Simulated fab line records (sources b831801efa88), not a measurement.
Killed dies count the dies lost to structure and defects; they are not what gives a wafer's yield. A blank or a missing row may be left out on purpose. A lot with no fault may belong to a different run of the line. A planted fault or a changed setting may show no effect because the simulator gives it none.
fab line records | flow gf180mcu | part 1 of 2: steps 1 to 30 of 41
record: lots: 5 wafers: 15 last-day: 34
route steps=602 shown VT_IMPLANT@122 MVSD@136 NWELL@137 LVPWELL@138 MVPSD@139 DUAL_GATE@141 POLY_GATE@157
lots untouched by any fault: they come from a run of this same line in which no faults occurred
start-h: hours from the record's opening day to when the first of the lot's shown wafers began | wait-h: hours elapsed since this lot's preceding step | " same as the row above | L1.1+2: several wafers, shown together as one row | - no value, or no start given | * or withheld: withheld | < > ~ a bound
route shown NAME@n: NAME is a module with steps in the file, n the number in the route of the first one | usual: mean/standard deviation taken from wafers without a fault | same: alike in all rows | chamber/n: place in a boat | sites: readings site by site | _std_site: standard deviation of those values | _edge_site: the outer-site mean with the inner-site mean subtracted | radius-mm: for every site, how far away it sits from the centre of the wafer | mask NAME#n: copy n | behind: the most recent tool/chamber to have shaped the wafer | hold: why the lot went on hold/how many hours it stayed there/how the hold came to an end | device: the n, p or np transistor that did not switch | end of line: at the end of the route, the tests of the same wafers | a step without rows: its recipe alone | killed: the dies lost at the first sort to structure and to defects; this is not the yield of the wafer | map: a wafer's dies, x killed, . not, _ none there
set.NAME: the setting as run; set.NAME@STEP: as run at that earlier step | model.NAME: the simulator's own value behind a step, which no gauge read
lots at some steps of the route; a table a step, a row a wafer
services: a tool's chamber out of use, with start hour (start-h, from the record's first day; less than 0 if before it), hours out, and reason
== steps ==
step: GF_VT_IMPLANT_TW_MEAS_32
usual: VT_IMPLANT_3_TW: 270.0/1.7
columns lot.wafer tool chamber start-h wait-h VT_IMPLANT_3_TW
L074.1 film-metro-04 - 142.16 0.1 266.7
L074.4 " - " " 267.0
L074.5 " - " " 266.3
L078.3 film-metro-04 - 168.26 0.1 266.6
L078.5 " - " " 266.6
L078.6 " - " " 265.6
L082.1 film-metro-03 - 195.64 0.1 271.8
L082.5 " - " " 271.4
L082.6 " - " " 271.3
L090.1 film-metro-03 - 248.30 0.1 272.7
L090.2 " - " " 272.0
L090.3 " - " " 272.6
L097.1 film-metro-02 - 293.51 0.1 268.5
L097.5 " - " " 268.1
L097.6 " - " " 268.6
step: GF_VT_IMPLANT_DEHYDRATE_33
recipe: temp-c: 200 time-s: 62.6
usual: heater-power-total-W: 160.12/0.12 plate-sensor-t-centre-C: 201.07/0.01 plate-sensor-t-edge-C: 201.56/0.01
columns lot.wafer tool chamber start-h wait-h heater-power-total-W plate-sensor-t-centre-C plate-sensor-t-edge-C
L074.1 litho-track-01 0 149.21 7.0 160.06 201.08 201.56
L074.4 " 0 " " 160.25 201.05 201.56
L074.5 " 0 " " 160.32 201.07 201.53
L078.3 litho-track-03 0 176.26 8.0 160.07 201.08 201.56
L078.5 " 0 " " 160.04 201.06 201.55
L078.6 " 0 " " 160.05 201.09 201.56
L082.1 litho-track-03 0 203.81 8.2 160.30 201.07 201.56
L082.5 " 0 " " 160.29 201.06 201.56
L082.6 " 0 " " 160.14 201.07 201.54
L090.1 litho-track-03 0 256.90 8.6 159.93 201.06 201.55
L090.2 " 0 " " 160.08 201.06 201.56
L090.3 " 0 " " 160.20 201.07 201.56
L097.1 litho-track-03 0 303.05 9.5 160.31 201.06 201.56
L097.5 " 0 " " 160.14 201.08 201.56
L097.6 " 0 " " 159.97 201.07 201.55
step: GF_VT_IMPLANT_HMDS_34
recipe: prime-time-s: 60 prime-temp-c: 120
columns lot.wafer tool chamber start-h wait-h
L074.1+4+5 litho-track-01 0 149.36 0.1
L078.3+5+6 litho-track-03 0 176.41 0.1
L082.1+5+6 litho-track-03 0 203.96 0.1
L090.1+2+3 litho-track-03 0 257.05 0.1
L097.1+5+6 litho-track-03 0 303.20 0.1
step: GF_VT_IMPLANT_COAT_35
recipe: resist: NOVOLAK spin-rpm: 3000 resist-thk-nm: 1000
columns lot.wafer tool chamber start-h wait-h
L074.1+4+5 litho-track-01 0 149.51 0.1
L078.3+5+6 litho-track-03 0 176.56 0.1
L082.1+5+6 litho-track-03 0 204.11 0.1
L090.1+2+3 litho-track-03 0 257.20 0.1
L097.1+5+6 litho-track-03 0 303.35 0.1
step: GF_VT_IMPLANT_SOFTBAKE_36
recipe: temp-c: 90 time-s: 60 resist: NOVOLAK
usual: heater-power-total-W: 56.59/0.042
columns lot.wafer tool chamber start-h wait-h heater-power-total-W
L074.1 litho-track-01 0 149.66 0.1 56.59
L074.4 " 0 " " 56.56
L074.5 " 0 " " 56.58
L078.3 litho-track-03 0 176.71 0.1 56.51
L078.5 " 0 " " 56.53
L078.6 " 0 " " 56.60
L082.1 litho-track-03 0 204.26 0.1 56.52
L082.5 " 0 " " 56.47
L082.6 " 0 " " 56.57
L090.1 litho-track-03 0 257.35 0.1 56.61
L090.2 " 0 " " 56.59
L090.3 " 0 " " 56.53
L097.1 litho-track-03 0 303.50 0.1 56.60
L097.5 " 0 " " 56.58
L097.6 " 0 " " 56.65
step: GF_VT_IMPLANT_EXPOSE_37
recipe: mask-id: Nwell_HV_AREA target-cd-nm: 860 na: 0.6 source-shape: conventional sigma-outer: 0.6 dose-mj: 140
usual: reticle-temp-C: 22.98/0.099
columns lot.wafer tool chamber start-h wait-h mask reticle-temp-C
L074.1 iline-stepper-01 0 - - Nwell_HV_AREA#0 23.06
L074.4 " 0 " " Nwell_HV_AREA#0 22.93
L074.5 " 0 " " Nwell_HV_AREA#0 23.01
L078.3 iline-stepper-01 0 - - Nwell_HV_AREA#0 23.00
L078.5 " 0 " " Nwell_HV_AREA#0 23.04
L078.6 " 0 " " Nwell_HV_AREA#0 22.83
L082.1 iline-stepper-02 0 - - Nwell_HV_AREA#0 22.88
L082.5 " 0 " " Nwell_HV_AREA#0 22.90
L082.6 " 0 " " Nwell_HV_AREA#0 22.93
L090.1 iline-stepper-01 0 - - Nwell_HV_AREA#0 22.84
L090.2 " 0 " " Nwell_HV_AREA#0 22.85
L090.3 " 0 " " Nwell_HV_AREA#0 22.94
L097.1 iline-stepper-02 0 - - Nwell_HV_AREA#0 22.94
L097.5 " 0 " " Nwell_HV_AREA#0 23.01
L097.6 " 0 " " Nwell_HV_AREA#0 22.82
step: GF_VT_IMPLANT_PEB_38
recipe: temp-c: withheld time-s: * resist: NOVOLAK
columns lot.wafer tool chamber start-h wait-h
L074.1+4+5 litho-track-04 0 - -
L078.3+5+6 litho-track-03 0 - -
L082.1+5+6 litho-track-04 0 - -
L090.1+2+3 litho-track-04 0 - -
L097.1+5+6 litho-track-03 0 - -
step: GF_VT_IMPLANT_DEVELOP_39
recipe: develop-time-s: 60 dev-temp-c: 23
columns lot.wafer tool chamber start-h wait-h
L074.1+4+5 litho-track-04 0 157.38 0.1
L078.3+5+6 litho-track-03 0 184.56 0.1
L082.1+5+6 litho-track-04 0 212.73 0.1
L090.1+2+3 litho-track-04 0 266.88 0.1
L097.1+5+6 litho-track-03 0 313.55 0.1
step: GF_VT_IMPLANT_OVL_MEAS_40
usual: VT_IMPLANT_03_OVL: 0.6/1.3
columns lot.wafer tool chamber start-h wait-h VT_IMPLANT_03_OVL[nm]
L074.1 overlay-01 - 157.53 0.1 0.0
L074.4 " - " " -1.2
L074.5 " - " " 0.2
L078.3 overlay-02 - 184.67 0.1 -0.1
L078.5 " - " " -0.1
L078.6 " - " " -1.7
L082.1 overlay-01 - 212.88 0.1 1.5
L082.5 " - " " 0.5
L082.6 " - " " 1.2
L090.1 overlay-02 - 267.03 0.1 0.6
L090.2 " - " " 1.9
L090.3 " - " " 0.5
L097.1 overlay-01 - 313.70 0.1 0.0
L097.5 " - " " 0.4
L097.6 " - " " 0.0
step: GF_VT_IMPLANT_IMPLANT_41
recipe: species: As energy-kev: 70 dose-cm2: 1.013e+12 tilt-deg: 7
columns lot.wafer tool chamber start-h wait-h
L074.1+4+5 implanter-03 0 157.56 0.0
L078.3+5+6 implanter-03 0 184.74 0.1
L082.1+5+6 implanter-01 0 212.91 0.0
L090.1+2+3 implanter-04 0 267.06 0.0
L097.1+5+6 implanter-03 0 313.74 0.0
step: GF_VT_IMPLANT_STRIP_42
recipe: chemistry: O2/N2 power-w: 1400 pressure-mtorr: 1500 platen-temp-c: 250 o2-flow-sccm: 3000 n2-flow-sccm: 300 overash-fraction: 0.5
usual: drypump-motor-current-A: 6.0/0.64 heater-power-w: 338/22 oes-product-au: 0.716/0.0046 strip-time-to-endpoint-s: 12.64/0.037
columns lot.wafer tool chamber start-h wait-h drypump-motor-current-A heater-power-w oes-product-au rf-hours-counter-h strip-time-to-endpoint-s
L074.1 plasma-asher-03 0 157.71 0.1 6.7 352 0.709 51 12.66
L074.4 " 0 " " 6.7 360 0.716 - 12.71
L074.5 " 0 " " 6.7 351 0.716 - 12.64
L078.3 plasma-asher-04 0 184.87 0.1 6.7 322 0.719 - 12.63
L078.5 " 0 " " 6.7 330 0.721 - 12.62
L078.6 " 1 " " 4.7 356 0.713 - 12.60
L082.1 plasma-asher-03 1 213.06 0.1 6.0 306 0.715 57 12.60
L082.5 " 0 " " 6.6 357 0.716 - 12.62
L082.6 " 1 " " 6.0 307 0.719 - 12.64
L090.1 plasma-asher-02 0 267.21 0.1 5.6 321 0.714 61 12.64
L090.2 " 1 " " 6.2 353 0.714 61 12.66
L090.3 " 0 " " 5.6 318 0.706 - 12.61
L097.1 plasma-asher-04 0 313.89 0.1 6.7 329 0.715 16 12.65
L097.5 " 0 " " 6.7 329 0.715 - 12.69
L097.6 " 1 " " 4.7 360 0.718 - 12.68
step: GF_VT_IMPLANT_TW_MEAS_43
usual: VT_IMPLANT_4_TW: 693/3.7
columns lot.wafer tool chamber start-h wait-h VT_IMPLANT_4_TW
L074.1 film-metro-04 - 157.81 0.1 697
L074.4 " - " " 697
L074.5 " - " " 698
L078.3 film-metro-02 - 184.96 0.1 692
L078.5 " - " " 686
L078.6 " - " " 692
L082.1 film-metro-02 - 213.16 0.1 692
L082.5 " - " " 693
L082.6 " - " " 692
L090.1 film-metro-02 - 267.31 0.1 691
L090.2 " - " " 690
L090.3 " - " " 692
L097.1 film-metro-02 - 313.99 0.1 691
L097.5 " - " " 693
L097.6 " - " " 691
step: GF_VT_IMPLANT_CLEAN_44
recipe: chemistry: SC1/SC2 mix: 1:4:20 temp-c: 70 time-s: 150 dry: n2-spin
columns lot.wafer tool chamber start-h wait-h
L074.1+4+5 wet-bench-04 1 157.87 0.1
L078.3+5+6 wet-bench-04 0 185.00 0.0
L082.1+5+6 wet-bench-03 1 213.22 0.1
L090.1+2+3 wet-bench-04 3 267.37 0.1
L097.1+5+6 wet-bench-03 3 314.05 0.1
step: GF_VT_IMPLANT_RTA_45
recipe: temp-c: 1050 time-s: 30 ambient: N2
usual: lamp-power-pct: 39/5.3 wafer_temp_C_max: 1055.8/2.1
columns lot.wafer tool chamber start-h wait-h lamp-power-pct wafer_temp_C_max
L074.1 rtp-anneal-02 0 157.98 0.0 44 1057.2
L074.4 " 0 " " 44 1057.6
L074.5 " 0 " " 44 1056.2
L078.3 rtp-anneal-01 0 185.09 0.0 33 1053.4
L078.5 " 0 " " 33 1053.7
L078.6 " 0 " " 33 1054.6
L082.1 rtp-anneal-02 0 213.28 0.0 44 1055.2
L082.5 " 0 " " 44 1057.5
L082.6 " 0 " " 44 1055.5
L090.1 rtp-anneal-01 0 267.42 0.0 33 1054.8
L090.2 " 0 " " 33 1054.3
L090.3 " 0 " " 33 1053.7
L097.1 rtp-anneal-02 0 314.10 0.0 44 1055.2
L097.5 " 0 " " 44 1056.0
L097.6 " 0 " " 44 1056.4
step: GF_VT_IMPLANT_RS_MEAS_46
recipe: thk-meas-gauge: four-point-probe
usual: MVSD_RS: 457.1/1.3
columns lot.wafer tool chamber start-h wait-h MVSD_RS[ohm/sq]
L074.1 film-metro-01 - 158.08 0.1 459.3
L074.4 " - " " 458.0
L074.5 " - " " 457.8
L078.3 film-metro-03 - 185.20 0.1 457.0
L078.5 " - " " 456.3
L078.6 " - " " 456.4
L082.1 film-metro-04 - 213.38 0.1 457.1
L082.5 " - " " 457.2
L082.6 " - " " 458.1
L090.1 film-metro-01 - 267.52 0.1 456.1
L090.2 " - " " 454.6
L090.3 " - " " 454.1
L097.1 film-metro-04 - 314.20 0.1 456.4
L097.5 " - " " 455.8
L097.6 " - " " 457.4
step: GF_VT_IMPLANT_RS_MEAS_47
recipe: thk-meas-gauge: four-point-probe
usual: NWELL_RS: 487.6/1.3
columns lot.wafer tool chamber start-h wait-h NWELL_RS[ohm/sq]
L074.1 film-metro-01 - 158.20 0.1 487.9
L074.4 " - " " 486.9
L074.5 " - " " 487.7
L078.3 film-metro-03 - 185.32 0.1 487.6
L078.5 " - " " 489.0
L078.6 " - " " 488.3
L082.1 film-metro-04 - 213.50 0.1 487.2
L082.5 " - " " 486.8
L082.6 " - " " 487.3
L090.1 film-metro-01 - 267.64 0.1 485.6
L090.2 " - " " 486.1
L090.3 " - " " 489.1
L097.1 film-metro-04 - 314.32 0.1 486.8
L097.5 " - " " 486.4
L097.6 " - " " 488.2
step: GF_VT_IMPLANT_RS_MEAS_48
recipe: thk-meas-gauge: four-point-probe
usual: LVPWELL_RS: 1197/3.1
columns lot.wafer tool chamber start-h wait-h LVPWELL_RS[ohm/sq]
L074.1 film-metro-01 - 158.32 0.1 1199
L074.4 " - " " 1196
L074.5 " - " " 1198
L078.3 film-metro-03 - 185.44 0.1 1203
L078.5 " - " " 1202
L078.6 " - " " 1197
L082.1 film-metro-04 - 213.62 0.1 1190
L082.5 " - " " 1191
L082.6 " - " " 1190
L090.1 film-metro-01 - 267.76 0.1 1198
L090.2 " - " " 1201
L090.3 " - " " 1200
L097.1 film-metro-04 - 314.44 0.1 1195
L097.5 " - " " 1195
L097.6 " - " " 1196
step: GF_VT_IMPLANT_RS_MEAS_49
recipe: thk-meas-gauge: four-point-probe
usual: MVPSD_RS: 1172.4/2.7
columns lot.wafer tool chamber start-h wait-h MVPSD_RS[ohm/sq]
L074.1 film-metro-01 - 158.44 0.1 1172.2
L074.4 " - " " 1171.0
L074.5 " - " " 1173.9
L078.3 film-metro-03 - 185.56 0.1 1172.2
L078.5 " - " " 1175.4
L078.6 " - " " 1170.1
L082.1 film-metro-04 - 213.74 0.1 1175.4
L082.5 " - " " 1173.6
L082.6 " - " " 1173.1
L090.1 film-metro-01 - 267.88 0.1 1176.8
L090.2 " - " " 1178.3
L090.3 " - " " 1177.1
L097.1 film-metro-04 - 314.56 0.1 1176.0
L097.5 " - " " 1171.9
L097.6 " - " " 1173.2
step: GF_VT_IMPLANT_WET_ETCH_50
recipe: chemistry: dHF target-depth-nm: 20 target: SiO2 temp-c: 25 dilution: 100:1 time-s: 400
columns lot.wafer tool chamber start-h wait-h
L074.1+4+5 wet-bench-02 0 158.56 0.1
L078.3+5+6 wet-bench-03 0 185.64 0.1
L082.1+5+6 wet-bench-02 0 213.86 0.1
L090.1+2+3 wet-bench-04 2 268.00 0.1
L097.1+5+6 wet-bench-04 3 314.68 0.1
step: GF_DUAL_GATE_CLEAN_00
recipe: chemistry: SC1/SC2 mix: 1:4:20 temp-c: 70 time-s: 150
columns lot.wafer tool chamber start-h wait-h
L074.1+4+5 wet-bench-02 1 158.68 0.0
L078.3+5+6 wet-bench-03 2 185.76 0.0
L082.1+5+6 wet-bench-03 1 214.10 0.0
L090.1+2+3 wet-bench-02 3 268.12 0.0
L097.1+5+6 wet-bench-04 1 314.80 0.0
step: GF_DUAL_GATE_CLEAN_01
recipe: chemistry: dHF time-s: 20 dilution: 100:1 dry: ipa-marangoni
columns lot.wafer tool chamber start-h wait-h
L074.1+4+5 wet-bench-03 1 158.73 0.0
L078.3+5+6 wet-bench-04 1 185.81 0.0
L082.1+5+6 wet-bench-04 0 214.15 0.0
L090.1+2+3 wet-bench-03 1 268.17 0.0
L097.1+5+6 wet-bench-04 3 314.85 0.0
step: GF_DUAL_GATE_OXIDATION_02
recipe: temp-c: 902.4 ambient: O2 stabilise-s: 600 purge-s: 300 target-thk-a: 108.87 ox-time-s: 1602
usual: spike-tc-upper-C: 902.7/1.1 tube-center-temp-C: 902.40/0.095 zone-power-lower-pct: 16.8/0.55
columns lot.wafer tool chamber start-h wait-h spike-tc-upper-C tube-center-temp-C zone-power-lower-pct
L074.1 furnace-02 0 159.67 0.9 903.5 902.33 17.5
L074.4 " 0 " " 901.5 902.23 17.7
L074.5 " 0 " " 903.5 902.28 17.5
L078.3 furnace-01 0 186.51 0.7 901.9 902.24 16.4
L078.5 " 0 " " 903.1 902.50 16.5
L078.6 " 0 " " 902.5 902.51 16.8
L082.1 furnace-01 0 214.87 0.7 904.6 902.39 16.6
L082.5 " 0 " " 900.4 902.29 16.7
L082.6 " 0 " " 900.6 902.31 16.5
L090.1 furnace-01 0 268.42 0.2 903.6 902.45 16.3
L090.2 " 0 " " 903.4 902.40 16.5
L090.3 " 0 " " 901.3 902.43 16.7
L097.1 furnace-01 0 314.86 0.0 902.9 902.38 16.3
L097.5 " 0 " " 903.2 902.26 16.4
L097.6 " 0 " " 902.4 902.52 16.2
step: GF_DUAL_GATE_THK_MEAS_03
recipe: reads: SiO2_of_DUAL_GATE_OXIDATION_02
usual: DUAL_GATE_OXIDATION_00_THK: 11.16/0.26
columns lot.wafer tool chamber start-h wait-h DUAL_GATE_OXIDATION_00_THK[nm]
L074.1 film-metro-02 - 161.12 0.0 10.82
L074.4 " - " " 10.86
L074.5 " - " " 10.75
L078.3 film-metro-02 - 187.98 0.0 11.28
L078.5 " - " " 11.24
L078.6 " - " " 11.20
L082.1 film-metro-04 - 216.31 0.0 11.13
L082.5 " - " " 11.11
L082.6 " - " " 11.24
L090.1 film-metro-01 - 269.86 0.0 11.34
L090.2 " - " " 11.20
L090.3 " - " " 11.27
L097.1 film-metro-01 - 316.31 0.0 11.08
L097.5 " - " " 11.12
L097.6 " - " " 11.21
step: GF_DUAL_GATE_DEHYDRATE_04
recipe: temp-c: 200 time-s: 60
usual: heater-power-total-W: 160.38/0.14
columns lot.wafer tool chamber start-h wait-h heater-power-total-W
L074.1 litho-track-03 0 168.61 7.5 160.38
L074.4 " 0 " " 160.46
L074.5 " 0 " " 160.28
L078.3 litho-track-02 0 195.35 7.4 160.35
L078.5 " 0 " " 160.41
L078.6 " 0 " " 160.49
L082.1 litho-track-02 0 224.55 8.2 160.59
L082.5 " 0 " " 160.19
L082.6 " 0 " " 160.37
L090.1 litho-track-04 0 278.98 9.1 160.18
L090.2 " 0 " " 160.06
L090.3 " 0 " " 160.36
L097.1 litho-track-02 0 325.55 9.2 160.43
L097.5 " 0 " " 160.40
L097.6 " 0 " " 160.18
step: GF_DUAL_GATE_HMDS_05
recipe: prime-time-s: 60 prime-temp-c: 120
columns lot.wafer tool chamber start-h wait-h
L074.1+4+5 litho-track-03 0 168.76 0.1
L078.3+5+6 litho-track-02 0 195.50 0.1
L082.1+5+6 litho-track-02 0 224.70 0.1
L090.1+2+3 litho-track-04 0 279.13 0.1
L097.1+5+6 litho-track-02 0 325.70 0.1
step: GF_DUAL_GATE_COAT_06
recipe: resist: NOVOLAK spin-rpm: 3000 resist-thk-nm: 1000
columns lot.wafer tool chamber start-h wait-h
L074.1+4+5 litho-track-03 0 168.91 0.1
L078.3+5+6 litho-track-02 0 195.65 0.1
L082.1+5+6 litho-track-02 0 224.85 0.1
L090.1+2+3 litho-track-04 0 279.28 0.1
L097.1+5+6 litho-track-02 0 325.85 0.1
step: GF_DUAL_GATE_SOFTBAKE_07
recipe: temp-c: 90 time-s: 60 resist: NOVOLAK
usual: heater-power-total-W: 56.60/0.042
columns lot.wafer tool chamber start-h wait-h heater-power-total-W
L074.1 litho-track-03 0 169.06 0.1 56.57
L074.4 " 0 " " 56.57
L074.5 " 0 " " 56.60
L078.3 litho-track-02 0 195.80 0.1 56.62
L078.5 " 0 " " 56.65
L078.6 " 0 " " 56.54
L082.1 litho-track-02 0 225.00 0.1 56.63
L082.5 " 0 " " 56.58
L082.6 " 0 " " 56.63
L090.1 litho-track-04 0 279.43 0.1 56.61
L090.2 " 0 " " 56.62
L090.3 " 0 " " 56.61
L097.1 litho-track-02 0 326.00 0.1 56.56
L097.5 " 0 " " 56.58
L097.6 " 0 " " 56.56
step: GF_DUAL_GATE_EXPOSE_08
recipe: mask-id: Dualgate target-cd-nm: 700 na: 0.6 source-shape: conventional sigma-outer: 0.6 dose-mj: 140
usual: reticle-temp-C: 23.00/0.11
columns lot.wafer tool chamber start-h wait-h mask reticle-temp-C
L074.1 iline-stepper-02 0 - - Dualgate#0 22.97
L074.4 " 0 " " Dualgate#0 22.81
L074.5 " 0 " " Dualgate#0 22.92
L078.3 iline-stepper-02 0 - - Dualgate#0 22.85
L078.5 " 0 " " Dualgate#0 22.98
L078.6 " 0 " " Dualgate#0 23.03
L082.1 iline-stepper-02 0 - - Dualgate#0 22.95
L082.5 " 0 " " Dualgate#0 22.99
L082.6 " 0 " " Dualgate#0 23.01
L090.1 iline-stepper-01 0 - - Dualgate#0 22.76
L090.2 " 0 " " Dualgate#0 23.06
L090.3 " 0 " " Dualgate#0 23.11
L097.1 iline-stepper-02 0 - - Dualgate#0 23.15
L097.5 " 0 " " Dualgate#0 23.12
L097.6 " 0 " " Dualgate#0 23.07
step: GF_DUAL_GATE_PEB_09
recipe: temp-c: withheld time-s: * resist: NOVOLAK
columns lot.wafer tool chamber start-h wait-h
L074.1+4+5 litho-track-04 0 - -
L078.3+5+6 litho-track-03 0 - -
L082.1+5+6 litho-track-04 0 - -
L090.1+2+3 litho-track-04 0 - -
L097.1+5+6 litho-track-04 0 - -
step: GF_DUAL_GATE_DEVELOP_10
recipe: develop-time-s: 60 dev-temp-c: 23
columns lot.wafer tool chamber start-h wait-h
L074.1+4+5 litho-track-04 0 177.38 0.1
L078.3+5+6 litho-track-03 0 204.61 0.1
L082.1+5+6 litho-track-04 0 233.58 0.1
L090.1+2+3 litho-track-04 0 289.23 0.1
L097.1+5+6 litho-track-04 0 336.68 0.1
